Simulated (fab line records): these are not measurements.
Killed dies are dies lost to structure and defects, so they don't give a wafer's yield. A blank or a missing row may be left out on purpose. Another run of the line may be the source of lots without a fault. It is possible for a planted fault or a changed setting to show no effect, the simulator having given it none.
Matching of chambers || flow sky130 || SKY_FIELD_ISO_CMP_27 on cmp-02: 4 sister chambers
The step polishes, stops on Si3N4, t overpolish 16 s, target thk 457.8 nm. 14 wafers are shown with their chamber, then 6 later ones without.

WAFERS WITH THEIR CHAMBER
{"wafer": "L703.1", "chamber": 3, "motor current A (A)": 13.8, "time to endpoint s (s)": 112, "overpolish run s (s)": 16.012}
{"wafer": "L703.4", "chamber": 0, "motor current A (A)": 12.5, "time to endpoint s (s)": 112, "overpolish run s (s)": 15.988}
{"wafer": "L703.6", "chamber": 0, "motor current A (A)": 12.1, "time to endpoint s (s)": 109, "overpolish run s (s)": 15.996}
{"wafer": "L704.1", "chamber": 3, "motor current A (A)": 13.6, "time to endpoint s (s)": 108, "overpolish run s (s)": 15.997}
{"wafer": "L704.2", "chamber": 0, "motor current A (A)": 11.9, "time to endpoint s (s)": 108, "overpolish run s (s)": 16.004}
{"wafer": "L704.6", "chamber": 0, "motor current A (A)": 12.3, "time to endpoint s (s)": 108, "overpolish run s (s)": 15.995}
{"wafer": "L707.3", "chamber": 2, "motor current A (A)": 13.1, "time to endpoint s (s)": 115, "overpolish run s (s)": 16.002}
{"wafer": "L709.3", "chamber": 3, "motor current A (A)": 13.2, "time to endpoint s (s)": 110, "overpolish run s (s)": 16.009}
{"wafer": "L720.2", "chamber": 0, "motor current A (A)": 11.9, "time to endpoint s (s)": 115, "overpolish run s (s)": 15.998}
{"wafer": "L720.3", "chamber": 3, "motor current A (A)": 13.7, "time to endpoint s (s)": 115, "overpolish run s (s)": 16.001}
{"wafer": "L720.5", "chamber": 2, "motor current A (A)": 13.0, "time to endpoint s (s)": 116, "overpolish run s (s)": 16.011}
{"wafer": "L721.3", "chamber": 1, "motor current A (A)": 13.2, "time to endpoint s (s)": 107, "overpolish run s (s)": 16.005}
{"wafer": "L721.5", "chamber": 2, "motor current A (A)": 12.9, "time to endpoint s (s)": 111, "overpolish run s (s)": 16.004}
{"wafer": "L721.6", "chamber": 3, "motor current A (A)": 13.7, "time to endpoint s (s)": 112, "overpolish run s (s)": 15.998}

SIGNATURES (averages over the wafers above)
{"reading": "motor current A", "chamber 0": 12.140, "chamber 1": 13.200, "chamber 2": 13.000, "chamber 3": 13.600, "scatter within a chamber": 0.226}
{"reading": "time to endpoint s", "chamber 0": 110.40, "chamber 1": 107.00, "chamber 2": 114.00, "chamber 3": 111.40, "scatter within a chamber": 2.8}
{"reading": "overpolish run s", "chamber 0": 15.99620, "chamber 1": 16.00500, "chamber 2": 16.00567, "chamber 3": 16.00340, "scatter within a chamber": 0.00599}
Rule: for each reading, subtract the chamber's mean from the wafer's reading, divide by that reading's scatter and square the result; add these up over the readings and take the root, which gives the wafer's distance from the chamber. If the next closest chamber is less than 2 further off than the closest, the wafer can't be placed; otherwise it belongs to the closest. How the scatter is found: for the shown wafers, subtract from each reading the mean of its chamber, square and add these, divide the total by (wafers less chambers), then take the root.

WAFERS MISSING THEIR CHAMBER
{"wafer": "L722.2", "motor current A (A)": 13.9, "time to endpoint s (s)": 112, "overpolish run s (s)": 15.998}
{"wafer": "L722.5", "motor current A (A)": 12.6, "time to endpoint s (s)": 116, "overpolish run s (s)": 15.997}
{"wafer": "L722.6", "motor current A (A)": 13.1, "time to endpoint s (s)": 109, "overpolish run s (s)": 16.005}
{"wafer": "L723.2", "motor current A (A)": 13.6, "time to endpoint s (s)": 106, "overpolish run s (s)": 15.993}
{"wafer": "L723.3", "motor current A (A)": 12.4, "time to endpoint s (s)": 114, "overpolish run s (s)": 16.002}
{"wafer": "L723.4", "motor current A (A)": 13.4, "time to endpoint s (s)": 110, "overpolish run s (s)": 16.009}

CHAMBER TAKEN BY EACH
{"wafer": "L722.2", "from the rows above": 3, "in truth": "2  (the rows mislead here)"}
{"wafer": "L722.5", "from the rows above": "can't be placed: 2 or 0 or 1", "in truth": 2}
{"wafer": "L722.6", "from the rows above": "can't be placed: 1 or 2 or 3", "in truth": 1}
{"wafer": "L723.2", "from the rows above": "can't be placed: 3 or 1 or 2", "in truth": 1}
{"wafer": "L723.3", "from the rows above": "can't be placed: 0 or 2", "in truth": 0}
{"wafer": "L723.4", "from the rows above": "can't be placed: 3 or 1 or 2", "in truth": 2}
Correctly placed: 0 of 6. Cannot be placed on the basis of these rows: 5; the candidates contain the true chamber in 5. Number placed wrongly: 1.
